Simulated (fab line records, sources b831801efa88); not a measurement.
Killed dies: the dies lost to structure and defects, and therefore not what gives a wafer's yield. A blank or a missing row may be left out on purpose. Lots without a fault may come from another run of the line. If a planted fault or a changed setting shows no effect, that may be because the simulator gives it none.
A lot that was struck, set against a sound lot / flow gf180mcu / 14 out of 602 route steps
Sound: wafers L121.2, L121.3, L121.5. The struck wafers were L130.1, L130.5, L130.6. The cause comes at the end.
Each step with rows lists, per side, the tool, then ch with its chambers, then its first start. Under that, the readings that differ: sound wafers / struck wafers / difference of the means / sigmas: that difference in standard deviations of wafers without a fault.
alike: a reading whose means differ by less than 2 such deviations, as well as words and numbers matching on both sides. not compared: withheld readings; readings where some wafer has no value; bounds like >300 that might hide an equal value; numbers whose values overlap and for which the record gives no deviation.
A row with sigmas, a row that says differs or no value, or rows on one side alone: a step with any of these is where the two part. When numbers do not overlap yet have no deviation, they are printed without sigmas and do not part them. A reading that every wafer of one side lacks parts them only if that side has two wafers or more.

GF_M4_SPUTTER_01: material TiN, target thk 30 nm, time 25 s.
  sound: pvd sputter-01 at day 24 11:20; struck: pvd sputter-02 at day 27 16:04
  alike: throttle valve pct
GF_M4_SPUTTER_02: material AlCu, target thk 450 nm, time 23.9 s.
  sound: pvd sputter-01 at day 24 11:22; struck: pvd sputter-02 at day 27 16:07
  alike: throttle valve pct
GF_M4_SPUTTER_03: material Ti, target thk 10 nm, time 6.7 s.
  sound: pvd sputter-01 at day 24 11:24; struck: pvd sputter-02 at day 27 16:08
  alike: throttle valve pct
GF_M4_SPUTTER_04: material TiN, target thk 50 nm, time 43.13 s.
  sound: pvd sputter-01 at day 24 11:25; struck: pvd sputter-02 at day 27 16:10
  alike: throttle valve pct
GF_M4_RS_MEAS_05: measurement is done with a four-point probe.
  sound: film metro-04 at day 24 11:29; struck: film metro-03 at day 27 16:12
  alike: M4_ALCU_RS
GF_M4_THK_MEAS_06: measures by xrf.
  sound: film metro-04 at day 24 11:35; struck: film metro-03 at day 27 16:19
  alike: M4_ALCU_THK
then, 6 steps without rows for these wafers: GF_M4_DEHYDRATE_07 (time 60 s); GF_M4_HMDS_08 (prime time 60 s); GF_M4_COAT_09 (resist thk 1000 nm); GF_M4_SOFTBAKE_10 (time 60 s); GF_M4_EXPOSE_11 (exposes mask Metal4, target cd 280 nm); GF_M4_PEB_12 (peb time 90 s).
GF_M4_DEVELOP_13: develop time 60 s.
  struck on litho track-04, day 28 11:43; sound on litho track-01 ch 0, day 25 09:05
  no value came back on the struck wafers for chill plate temp C (C), develop time s (s), resist line temp C (C); on the sound wafers chill plate temp C (C) reads 22.95 22.93 22.91
reading=model.KrF_of_M4_COAT_09.thk nm (nm); sound=984.6 982.7 984.3; struck=1000 1000 998.4; difference=+16; sigmas=
GF_M4_CD_MEAS_14: the cd target is 280 nm.
  sound: cd sem-01 at day 25 09:14; struck: cd sem-01 at day 28 11:52
reading=cd nm (nm); sound=281.6 280.6 282.0; struck=- - -; difference=no value on the struck wafers; sigmas=

## WHERE THEY PART
Earliest at GF_M4_DEVELOP_13; latest, in this record, at GF_M4_CD_MEAS_14.

WHY: what the simulator had put in
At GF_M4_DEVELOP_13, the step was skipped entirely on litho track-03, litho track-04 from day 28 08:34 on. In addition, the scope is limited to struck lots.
